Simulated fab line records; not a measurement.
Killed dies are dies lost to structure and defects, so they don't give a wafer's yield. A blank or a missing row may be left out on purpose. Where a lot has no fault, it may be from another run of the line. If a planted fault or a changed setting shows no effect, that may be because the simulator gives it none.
A lot that was struck, set against a sound lot || flow sky130 || 15 out of 708 route steps
Sound: wafers L933.1, L933.2, L933.6. The struck wafers were L943.1, L943.3, L943.5. Last of all comes the cause.
For every step that has rows: the tool of each side, followed by ch and its chambers, followed by its first start. Under that, the readings that differ: sound wafers || struck wafers || difference of the means || sigmas: that difference in standard deviations of wafers without a fault.
alike: words and numbers the same on both sides, and readings whose means are apart by under 2 such deviations; not compared: readings that were withheld, readings missing a value for some wafer, numbers with overlapping values and no deviation given by the record, and bounds like >300 which may hide the same value.
A row with sigmas, a row that says differs or no value, or rows on one side alone: a step with any of these is where the two part. Non-overlapping numbers with no deviation appear without sigmas and do not part them. A reading that every wafer of one side lacks parts them only if that side has two wafers or more.

SKY_METAL1_SPUTTER_02: material AlCu, target thk 250 nm, time 13.86 s.
  struck on pvd_sputter-03, day 37 03:09; sound on pvd_sputter-02, day 33 20:19
  alike: throttle_valve_pct
SKY_METAL1_SPUTTER_03: material Ti, target thk 5 nm, time 3.3 s.
  struck on pvd_sputter-03, day 37 03:11; sound on pvd_sputter-02, day 33 20:20
  alike: throttle_valve_pct
SKY_METAL1_SPUTTER_04: material TiN, target thk 70 nm, time 58.3 s.
  struck on pvd_sputter-03, day 37 03:11; sound on pvd_sputter-02, day 33 20:22
  alike: throttle_valve_pct
SKY_METAL1_RS_MEAS_05: the measuring method here is four-point-probe.
  struck on film_metro-01, day 37 03:14; sound on film_metro-03, day 33 20:25
  alike: METAL1_ALCU_RS
SKY_METAL1_THK_MEAS_06: measures by xrf.
  struck on film_metro-01, day 37 03:22; sound on film_metro-03, day 33 20:32
  alike: METAL1_ALCU_THK
then, 7 steps without rows for these wafers: SKY_METAL1_DEHYDRATE_07 (time 60 s); SKY_METAL1_HMDS_08 (prime time 60 s); SKY_METAL1_COAT_09 (resist thk 60 nm); SKY_METAL1_COAT_10 (resist thk 450 nm); SKY_METAL1_SOFTBAKE_11 (time 90 s); SKY_METAL1_EXPOSE_12 (exposes mask MM1, target cd 140 nm); SKY_METAL1_PEB_13.
SKY_METAL1_DEVELOP_14: develop time 60 s.
  sound on litho_track-04 ch 0, day 34 23:00; struck on litho_track-04 ch 0, day 38 04:00
{"reading": "developer_temp_C (C)", "sound": "21.02 21.01 20.93", "struck": "20.47 20.39 20.38", "difference": -0.57, "sigmas": -5}
  alike: chill_plate_temp_C
SKY_METAL1_CD_MEAS_15: the cd target is 140 nm.
  struck on cd_sem-02, day 38 04:29; sound on cd_sem-01, day 34 23:20
  alike: cd_nm
-- the record jumps here: 12 days lie between the struck wafers' starts before and after (it left off in module METAL1 and takes up again in module PAD_OPEN, whose first step shown is number 708 of the route) --
SKY_PAD_OPEN_PROBE_99:
  struck on prober-02, day 49 16:49; sound on prober-01, day 47 12:50
  alike: defect_limited_yield, killed_at_M0_to_M3, killed_at_M4_up, killed_at_contacts, killed_at_front_end, killed_at_other, killed_dies, killed_on_rim, killed_open, killed_short, sort_bin_3_pad_short, sort_bin_5_function, sort_bin_6_memory, sort_n_pass, sort_yield_pct

## WHERE THEY PART
At SKY_METAL1_DEVELOP_14 and nowhere else, as far as this record goes. Later steps at which nothing parts them and some readings are alike: SKY_METAL1_CD_MEAS_15, SKY_PAD_OPEN_PROBE_99.

WHY: the cause the simulator had injected
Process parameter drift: litho_track-04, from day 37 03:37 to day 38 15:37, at SKY_METAL1_DEVELOP_14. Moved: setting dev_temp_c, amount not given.
